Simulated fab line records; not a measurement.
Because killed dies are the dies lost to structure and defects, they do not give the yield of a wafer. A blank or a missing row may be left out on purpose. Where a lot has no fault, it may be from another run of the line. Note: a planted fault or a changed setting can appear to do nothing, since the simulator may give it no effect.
Problem report, 8D (eight disciplines) form, completed by code | flow gf180mcu | the parts of the form that need people (team, actions taken, sign-off) are left out

## 1. THE PROBLEM
Wafers free of any fault read 1004 nm (standard deviation 13) for PASSIVATION_CVD_00_THK at GF_PASSIVATION_THK_MEAS_01, against a mean of 620 nm on 2 wafers of 2 lots. Measured from the usual mean, that is -30 standard deviations.
First seen on wafer L201.5, day 32 13:14, on film metro-02. The record holds 36 wafers of 12 lots with a number at this step. Rule for "out" (also "out of limits"): further than 4 standard deviations from the usual mean. The rest of the wafers with a number are treated as sound.

## 2. WHAT IT IS, AND WHAT IT ISN'T
question                    | is                           | is not
which readings at this step | PASSIVATION_CVD_00_THK       | -
which lots                  | L201, L203                   | L187, L188, L190, L191, L192, L193, L202, L206, L208, L209
which wafers of those lots  | L201.5, L203.3               | L201.2, L201.6, L203.4, L203.6
read on which gauges        | film metro-02, film metro-03 | film metro-01
when                        | from day 32 13:14            | up to then (20 sound wafers); but 14 sound wafers of L202, L203, L206, L208, L209 came after

## 3. WHAT RULES OUT EACH SUSPECT
Counting: if a tool at a process step up to the reading ran every lot that is out, it stays a suspect. Sound lots after the first of them don't rule it out here, since some wafers of a struck lot are sound.
- the gauge at GF_PASSIVATION_THK_MEAS_01 has been ruled out. The wafers that are out were read on 2 gauges (film metro-02, film metro-03).
- pecvd-04 at GF_PASSIVATION_CVD_00 (deposits SiO2 from TEOS, target thk 1000 nm, time 111.95 s): kept. It ran every lot that is out, first L201 (day 32 13:09); its last sound lot up to then is L193 (day 30 13:14). Its own readings are out on those wafers: run length s.
The count leaves pecvd-04 at GF_PASSIVATION_CVD_00.

## 4. THE CAUSE (what the simulator had put in)
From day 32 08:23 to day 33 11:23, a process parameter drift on pecvd-04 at GF_PASSIVATION_CVD_00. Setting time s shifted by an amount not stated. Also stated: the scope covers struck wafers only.
Counting left only this tool.

## 5. THE EFFECT CHAIN, in route order
Rows list readings where the struck wafers' mean (over those with a number) sits beyond 3 standard deviations from the usual. Scope: only readings with a usual standard deviation given in the record; hours: median across lots of the time from each lot's start at the first step in this table that gives one to its start at this step; sigmas: change in usual standard deviations.
hours | step                       | reading                | usual      | on struck wafers | change | sigmas
0     | GF_PASSIVATION_CVD_00      | run length s           | 140.1 s    | 98.4             | -41.7  | -87
0     | GF_PASSIVATION_THK_MEAS_01 | PASSIVATION_CVD_00_THK | 1004 nm    | 620              | -384   | -30
16    | GF_PASSIVATION_ETCH_11     | oes product au         | 0.963 a.u. | 0.833            | -0.130 | -17
16    | GF_PASSIVATION_ETCH_11     | throttle valve pct     | 5.961 %    | 5.915            | -0.046 | -4.8
It contains these process steps:
- GF_PASSIVATION_CVD_00: deposits SiO2 from TEOS, target thk 1000 nm, time 111.95 s.
- GF_PASSIVATION_ETCH_11: etches the open film in CF4/O2, stops on TiN, target depth 1800 nm, time 400 s.

## 6. HOW IT WOULD HAVE BEEN CAUGHT EARLIER
The first out-of-limits reading at a measuring or inspecting step in this record came at day 32 13:14, 5 hours after the fault's start at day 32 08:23.
The tool's own readings at GF_PASSIVATION_CVD_00 were out on every struck wafer that the step has a row for (run length s): an alarm limit on them would have fired on the first of those.
Among the 2 lots that are out, L203 began GF_PASSIVATION_CVD_00 on pecvd-04 after day 32 13:14. A hold on the tool at that time would have spared it.
